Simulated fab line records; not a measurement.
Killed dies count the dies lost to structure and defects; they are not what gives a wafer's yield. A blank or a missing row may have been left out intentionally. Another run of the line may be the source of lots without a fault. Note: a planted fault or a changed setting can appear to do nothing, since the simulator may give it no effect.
2 desks, one fault + flow sky130 + what lay behind the numbers comes last; until then each desk has only its own

== THE METROLOGY DESK ==
Lot by lot, what the gauges showed, no matter which tool ran the lot: averages of those sampled wafers that carry a number. If a lot's mean is further than 4 standard deviations from the usual mean, the lot is out of limits and carries the mark OUT (the distance appears in the brackets).
Columns: A = DNWELL_TW at SKY_DNWELL_TW_MEAS_09, usual 1112; B = LDD_HVP_OVL at SKY_LDD_HVP_OVL_MEAS_07, usual 0.2 nm; C = cd_nm at SKY_SD_N_CD_MEAS_07, usual 379.8 nm
| lot  | first seen here | A    | B    | C                |
|------|-----------------|------|------|------------------|
| L846 | day 3 12:59     | 1110 | 1.0  | 380.2            |
| L848 | day 3 23:26     | 1120 | 0.2  | 384.1            |
| L849 | day 4 04:08     | 1125 | -0.8 | 381.7            |
| L850 | day 4 08:43     | 1116 | -1.3 | 381.8            |
| L851 | day 4 10:21     | 1121 | 0.4  | 382.0            |
| L858 | day 6 00:55     | 1120 | 2.4  | 396.9 (+6.3) OUT |
| L859 | day 6 05:37     | 1118 | -0.9 | 396.9 (+6.3) OUT |
| L861 | day 7 01:14     | 1130 | -0.1 | 392.5 (+4.7) OUT |
| L863 | day 7 05:36     | 1104 | 0.7  | 381.8            |
| L867 | day 8 04:16     | 1100 | 1.5  | 382.1            |
| L868 | day 8 10:31     | 1113 | -0.1 | 375.1            |
Finding of this desk: L858, L859, L861 out of limits; the first was L858 at day 32 00:50, on cd_nm at SKY_SD_N_CD_MEAS_07. L846, L848, L849, L850, L851, L863, L867, L868: within limits.

== DESK OF THE TOOL OWNER: litho_track-03 ==
The tool's own readings at SKY_SD_N_COAT_02 (resist thk 1140 nm): means of the sampled wafers that have a number, for each lot that ran on this tool. If a lot's mean is further than 4 standard deviations from the usual mean, the lot is out of limits and carries the mark OUT (the distance appears in the brackets).
Columns: A = chill_plate_temp_C at SKY_SD_N_COAT_02, usual 22.98 C; B = resist_line_temp_C at SKY_SD_N_COAT_02, usual 22.99 C
| lot  | first seen here | A     | B     |
|------|-----------------|-------|-------|
| L858 | day 31 12:10    | 22.95 | 22.89 |
| L859 | day 32 04:04    | 22.87 | 22.79 |
| L861 | day 33 04:31    | 22.97 | 23.13 |
This desk found nothing out of limits on any of the 3 lots.

== ALL TOGETHER ==
At day 32 00:50 the metrology desk could have sounded an alarm, on L858, L859, L861.
The desk of the tool owner found nothing out of limits.
The tool owner's desk has L858, L859, L861 on record, within its limits.
Of the lots named, all ran SKY_SD_N_COAT_02 on litho_track-03.

== WHAT THE SIMULATOR HAD PUT IN ==
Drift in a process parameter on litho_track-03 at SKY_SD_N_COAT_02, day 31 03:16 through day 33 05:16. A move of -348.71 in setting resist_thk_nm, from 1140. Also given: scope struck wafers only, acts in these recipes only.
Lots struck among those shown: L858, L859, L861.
Delay in hours, fault start to first out-of-limits reading, per desk: metrology desk 22.
